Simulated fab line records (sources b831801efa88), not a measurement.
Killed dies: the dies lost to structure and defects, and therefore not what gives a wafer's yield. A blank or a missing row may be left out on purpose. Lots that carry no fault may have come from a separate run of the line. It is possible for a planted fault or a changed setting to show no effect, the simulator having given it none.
What tool caused it? + flow sky130 + 9 lots, 27 wafers sampled, at 6 steps of a route of 708

== WHAT THE GAUGES SHOWED, per wafer ==
SKY_METAL2_RS_MEAS_05: uses a four-point probe to measure. Usual: for METAL2_ALCU_RS the level is 0.1266 ohm/sq and the standard deviation is 0.0014.
| lot  | measured     | on            | METAL2_ALCU_RS (ohm/sq)                   | flag |
|------|--------------|---------------|-------------------------------------------|------|
| L557 | day 36 16:25 | film metro-04 | 0.1282 0.1271 0.1290                      |      |
| L559 | day 36 16:51 | film metro-04 | 0.1268 0.1259 0.1271                      |      |
| L558 | day 36 17:09 | film metro-01 | 0.1269 0.1287 0.1285                      |      |
| L562 | day 36 23:39 | film metro-04 | 0.1253 0.1284 0.1277                      |      |
| L565 | day 42 01:46 | film metro-03 | 0.1288 0.1260 0.1269                      |      |
| L566 | day 42 14:01 | film metro-03 | 0.1257 0.1292 0.1262                      |      |
| L570 | day 42 14:56 | film metro-04 | 0.1271 0.1246 0.1276                      |      |
| L571 | day 42 18:28 | film metro-01 | 0.1140 0.1136 0.1107 0.1139 0.1137 0.1109 | OFF  |
| L573 | day 43 00:08 | film metro-03 | 0.1127 0.1094 0.1116 0.1128 0.1098 0.1112 | OFF  |

SKY_METAL2_THK_MEAS_06: measures by xrf. Usual: for METAL2_ALCU_THK the level is 246.5 nm and the standard deviation is 2.9.
| lot  | measured     | on            | METAL2_ALCU_THK (nm)                | flag |
|------|--------------|---------------|-------------------------------------|------|
| L557 | day 36 16:32 | film metro-04 | 242.5 245.9 241.9                   |      |
| L559 | day 36 16:58 | film metro-04 | 245.7 246.7 245.9                   |      |
| L558 | day 36 17:16 | film metro-01 | 246.7 242.6 244.4                   |      |
| L562 | day 36 23:46 | film metro-04 | 248.7 241.2 244.6                   |      |
| L565 | day 42 01:52 | film metro-03 | 242.8 247.4 246.0                   |      |
| L566 | day 42 14:07 | film metro-03 | 250.3 243.4 250.0                   |      |
| L570 | day 42 15:03 | film metro-04 | 245.3 248.4 245.0                   |      |
| L571 | day 42 20:32 | film metro-03 | 266.9 265.9 272.8 267.1 266.5 272.3 | OFF  |
| L573 | day 43 07:43 | film metro-03 | 267.4 273.9 270.3 267.8 278.2 272.5 | OFF  |

== WHAT TOOL EACH LOT RAN ON (gives the tool, then ch and the chambers of the sampled wafers, and finally the start) ==
| lot  | SKY_METAL1_DESCUM_17              | SKY_VIA1_ETCH_14                   | SKY_VIA1_STRIP_16                    | SKY_METAL2_SPUTTER_02        |
|------|-----------------------------------|------------------------------------|--------------------------------------|------------------------------|
| L557 | rie metal-02 ch 0,1, day 35 10:13 | rie diel-03 ch 1,3, day 36 14:57   | plasma asher-03 ch 0,1, day 36 15:02 | pvd sputter-02, day 36 16:19 |
| L559 | rie metal-01 ch 0,1, day 35 11:39 | rie diel-04 ch 0,1,3, day 36 15:19 | plasma asher-01 ch 0,1, day 36 15:25 | pvd sputter-02, day 36 16:46 |
| L558 | rie metal-02 ch 0,1, day 35 12:00 | rie diel-03 ch 1,3, day 36 15:40   | plasma asher-03 ch 0,1, day 36 15:46 | pvd sputter-04, day 36 17:02 |
| L562 | rie metal-02 ch 0,1, day 35 17:30 | rie diel-02 ch 1,3, day 36 22:06   | plasma asher-01 ch 0,1, day 36 22:11 | pvd sputter-04, day 36 23:32 |
| L565 | rie metal-02 ch 0, day 40 21:24   | rie diel-02 ch 0,1, day 42 00:17   | plasma asher-03 ch 1, day 42 00:22   | pvd sputter-04, day 42 01:39 |
| L566 | rie metal-01 ch 0,1, day 41 09:22 | rie diel-04 ch 1,2,3, day 42 12:32 | plasma asher-03 ch 0,1, day 42 12:39 | pvd sputter-02, day 42 13:53 |
| L570 | rie metal-02 ch 0,1, day 41 10:30 | rie diel-02 ch 0,1,3, day 42 13:29 | plasma asher-01 ch 0,1, day 42 13:34 | pvd sputter-01, day 42 14:50 |
| L571 | rie metal-04 ch 0,1, day 41 13:30 | rie diel-04 ch 0,1,2, day 42 17:00 | plasma asher-01 ch 0,1, day 42 17:05 | pvd sputter-04, day 42 18:22 |
| L573 | rie metal-01 ch 0,1, day 41 19:54 | rie diel-02 ch 0,1,3, day 42 22:39 | plasma asher-03 ch 0,1, day 42 22:44 | pvd sputter-04, day 43 00:03 |
- SKY_METAL1_DESCUM_17: chemistry O2, time 8 s.
- SKY_VIA1_ETCH_14: etches BARC in N2/H2, stops on SiO2, time 45.9 s, target depth 60 nm.
- SKY_VIA1_STRIP_16: strips in O2/N2.
- SKY_METAL2_SPUTTER_02: material AlCu, target thk 250 nm, time 13.3 s.

== WHAT THE TOOLS THEMSELVES READ (means of the sampled wafers that have a number; where no wafer has one, the mark that the record gives instead) ==
SKY_METAL1_DESCUM_17. Usual: drypump motor current A 5.5 A, standard deviation 0.31; he backside leak sccm 3.31 sccm, standard deviation 0.17; oes product au 1.002 a.u., standard deviation 0.015.
| lot  | tool         | drypump motor current A (A) | he backside leak sccm (sccm) | oes product au (a.u.) | flag |
|------|--------------|-----------------------------|------------------------------|-----------------------|------|
| L557 | rie metal-02 | 5.6                         | 3.23                         | 0.999                 |      |
| L559 | rie metal-01 | 5.2                         | 3.38                         | 1.002                 |      |
| L558 | rie metal-02 | 5.6                         | 3.34                         | 0.997                 |      |
| L562 | rie metal-02 | 5.6                         | 3.31                         | 1.002                 |      |
| L565 | rie metal-02 | 5.9                         | 3.26                         | 0.987                 |      |
| L566 | rie metal-01 | 5.2                         | 3.36                         | 1.015                 |      |
| L570 | rie metal-02 | 5.6                         | 3.25                         | 1.003                 |      |
| L571 | rie metal-04 | 5.8                         | 3.31                         | 1.006                 |      |
| L573 | rie metal-01 | 5.2                         | 3.26                         | 1.008                 |      |

SKY_VIA1_ETCH_14. Usual: bias w 100.01 W, standard deviation 0.29; drypump motor current A 5.7 A, standard deviation 0.67; oes product au 0.855 a.u., standard deviation 0.0047; throttle valve pct 13.224 %, standard deviation 0.0087.
| lot  | tool        | bias w (W) | drypump motor current A (A) | oes product au (a.u.) | throttle valve pct (%) | flag |
|------|-------------|------------|-----------------------------|-----------------------|------------------------|------|
| L557 | rie diel-03 | 99.76      | 6.4                         | 0.861                 | 13.226                 |      |
| L559 | rie diel-04 | 99.95      | 6.2                         | 0.853                 | 13.224                 |      |
| L558 | rie diel-03 | 100.30     | 6.4                         | 0.858                 | 13.230                 |      |
| L562 | rie diel-02 | 100.21     | 5.3                         | 0.858                 | 13.222                 |      |
| L565 | rie diel-02 | 99.90      | 5.2                         | 0.851                 | 13.226                 |      |
| L566 | rie diel-04 | 99.95      | 6.5                         | 0.853                 | 13.219                 |      |
| L570 | rie diel-02 | 100.07     | 5.2                         | 0.854                 | 13.225                 |      |
| L571 | rie diel-04 | 100.05     | 6.3                         | 0.844                 | 13.233                 |      |
| L573 | rie diel-02 | 99.80      | 5.2                         | 0.851                 | 13.227                 |      |

SKY_VIA1_STRIP_16. Usual: drypump motor current A 5.52 A, standard deviation 0.29; oes product au 0.416 a.u., standard deviation 0.0049; strip time to endpoint s 4.48 s, standard deviation 0.033.
| lot  | tool            | drypump motor current A (A) | oes product au (a.u.) | strip time to endpoint s (s) | flag |
|------|-----------------|-----------------------------|-----------------------|------------------------------|------|
| L557 | plasma asher-03 | 5.25                        | 0.416                 | 4.47                         |      |
| L559 | plasma asher-01 | 5.80                        | 0.416                 | 4.48                         |      |
| L558 | plasma asher-03 | 5.25                        | 0.416                 | 4.48                         |      |
| L562 | plasma asher-01 | 5.80                        | 0.420                 | 4.46                         |      |
| L565 | plasma asher-03 | 5.14                        | 0.416                 | 4.42                         |      |
| L566 | plasma asher-03 | 5.35                        | 0.418                 | 4.46                         |      |
| L570 | plasma asher-01 | 5.86                        | 0.414                 | 4.48                         |      |
| L571 | plasma asher-01 | 5.80                        | 0.414                 | 4.43                         |      |
| L573 | plasma asher-03 | 5.36                        | 0.412                 | 4.47                         |      |

SKY_METAL2_SPUTTER_02. Usual: chamber pressure pa 0.4000 Pa, standard deviation 0.00088; throttle valve pct 29.4 %, standard deviation 0.99.
| lot  | tool           | chamber pressure pa (Pa) | throttle valve pct (%) | flag |
|------|----------------|--------------------------|------------------------|------|
| L557 | pvd sputter-02 | 0.3995                   | 29.5                   |      |
| L559 | pvd sputter-02 | 0.3990                   | 29.6                   |      |
| L558 | pvd sputter-04 | 0.4002                   | 30.7                   |      |
| L562 | pvd sputter-04 | 0.4006                   | 30.4                   |      |
| L565 | pvd sputter-04 | 0.3999                   | 29.3                   |      |
| L566 | pvd sputter-02 | 0.4008                   | 30.3                   |      |
| L570 | pvd sputter-01 | 0.3994                   | 29.0                   |      |
| L571 | pvd sputter-04 | 0.2221                   | 41.3                   | OFF  |
| L573 | pvd sputter-04 | 0.2216                   | 39.8                   | OFF  |

== THE ANSWER, worked out from the rows above alone ==
Rule: a lot counts as off when the mean over its wafers that have a number is more than 3 standard deviations away from the usual mean. Also off: a lot with no number at a reading for which 4 or more lots have one. The other lots that the step has rows for count as sound. The gauges are gone through in route order, then the tools' own readings, and for those a lot's mean is taken as printed above. The first step at which some lot is off is used, and at that step the reading that is off furthest; a lot without a number counts as furthest.
Off: at SKY_METAL2_RS_MEAS_05 (METAL2_ALCU_RS), L571, L573.
A tool fits if, at a process step before that reading, it ran every lot that is off, and no sound lot after the first of them. The gauges at SKY_METAL2_RS_MEAS_05 aren't tried: what is off there is off at SKY_METAL2_SPUTTER_02 too, on other tools, and a gauge's error can't cause that. One candidate fits, namely pvd sputter-04 at SKY_METAL2_SPUTTER_02. Its last sound lot is L565 (day 42 01:39), its first lot that is off L571 (day 42 18:22): a fault that began between those two fits.
The tool's own readings at SKY_METAL2_SPUTTER_02 bear it out: on the lots that are off they differ by more than 5 times the standard deviation of the sound lots' means. chamber pressure pa reads 0.2218 Pa there against 0.3999 Pa on the sound lots; throttle valve pct reads 40.5 % there against 29.8 % on the sound lots.

== WHAT WAS PUT IN BY THE SIMULATOR ==
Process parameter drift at SKY_METAL2_SPUTTER_02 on pvd sputter-04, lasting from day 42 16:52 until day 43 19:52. Setting chamber pressure pa, moved by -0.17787, from 0.4. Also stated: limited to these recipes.
Shown lots that were struck: L571, L573. The same result came from the rule above.
